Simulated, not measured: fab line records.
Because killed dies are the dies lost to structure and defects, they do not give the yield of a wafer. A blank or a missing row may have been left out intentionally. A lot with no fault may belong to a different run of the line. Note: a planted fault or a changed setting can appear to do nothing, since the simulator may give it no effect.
2 desks looking at one fault / flow sky130 / only its own numbers are on each desk; what lay behind them is given at the end

AT THE METROLOGY DESK
What the gauges read, lot by lot, whatever tool the lot ran on: means of the sampled wafers that have a number. If a lot's mean is further than 4 standard deviations from the usual mean, the lot is out of limits and carries the mark OUT (the distance appears in the brackets).
Columns: A = cd nm at SKY_SONOS_TUNNEL_CD_MEAS_07, usual 409.9 nm; B = POLY_GATE_CVD_03_THK at SKY_POLY_GATE_THK_MEAS_04, usual 74.9 nm
lot=L507; first seen here=day 11 11:18; A=410.9; B=76.2
lot=L508; first seen here=day 11 15:38; A=409.7; B=73.9
lot=L509; first seen here=day 12 00:13; A=410.4; B=74.4
lot=L510; first seen here=day 12 03:26; A=408.3; B=75.8
lot=L512; first seen here=day 13 00:49; A=412.0; B=75.5
lot=L514; first seen here=day 13 13:34; A=407.4; B=75.3
lot=L515; first seen here=day 13 19:04; A=414.3; B=74.1
lot=L516; first seen here=day 14 05:06; A=411.3; B=75.2
lot=L517; first seen here=day 14 10:37; A=408.9; B=74.7
lot=L520; first seen here=day 15 12:07; A=406.0; B=74.4
lot=L522; first seen here=day 16 01:04; A=409.4; B=74.5
lot=L527; first seen here=day 17 17:16; A=411.6; B=75.1
lot=L530; first seen here=day 18 19:38; A=411.1; B=75.5
This desk's verdict: no lot among the 13 shows anything out of limits.

DESK OF THE TOOL OWNER: rie si-01
The tool's own readings at SKY_POLY_GATE_ETCH_17 (etches poly-Si in HBr/Cl2, stops on SiO2, target depth 180 nm, time 70.5 s): means of the sampled wafers that have a number, for each lot that ran on this tool. If a lot's mean is further than 4 standard deviations from the usual mean, the lot is out of limits and carries the mark OUT (the distance appears in the brackets).
Columns: A = drypump motor current A at SKY_POLY_GATE_ETCH_17, usual 6.0 A; B = oes product au at SKY_POLY_GATE_ETCH_17, usual 0.986 a.u.; C = throttle valve pct at SKY_POLY_GATE_ETCH_17, usual 33.684 %
lot=L508; first seen here=day 16 23:27; A=6.2; B=0.982; C=33.685
lot=L510; first seen here=day 17 08:30; A=6.2; B=0.987; C=33.678
lot=L516; first seen here=day 19 14:48; A=6.3; B=0.979; C=33.676
lot=L520; first seen here=day 21 08:05; A=6.0; B=0.991; C=33.678
lot=L527; first seen here=day 23 14:21; A=6.5; B=0.852 (-22) OUT; C=33.693
This desk's verdict: out of limits on L527, starting with L527 at day 23 14:21 (oes product au at SKY_POLY_GATE_ETCH_17). L508, L510, L516, L520 stayed within limits.

PUT TOGETHER
The tool owner's desk could have raised an alarm at day 23 14:21, on L527.
At the metrology desk, nothing out of limits was observed.
The metrology desk has L527 on record, within its limits.
The lots listed all ran SKY_POLY_GATE_ETCH_17 on rie si-01.

WHAT THE SIMULATOR HAD INSERTED
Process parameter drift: rie si-01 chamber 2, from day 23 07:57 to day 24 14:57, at SKY_POLY_GATE_ETCH_17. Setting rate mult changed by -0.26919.
Shown lots that were struck: L527.
Delay in hours, fault start to first out-of-limits reading, by desk: the tool owner's desk at 6.
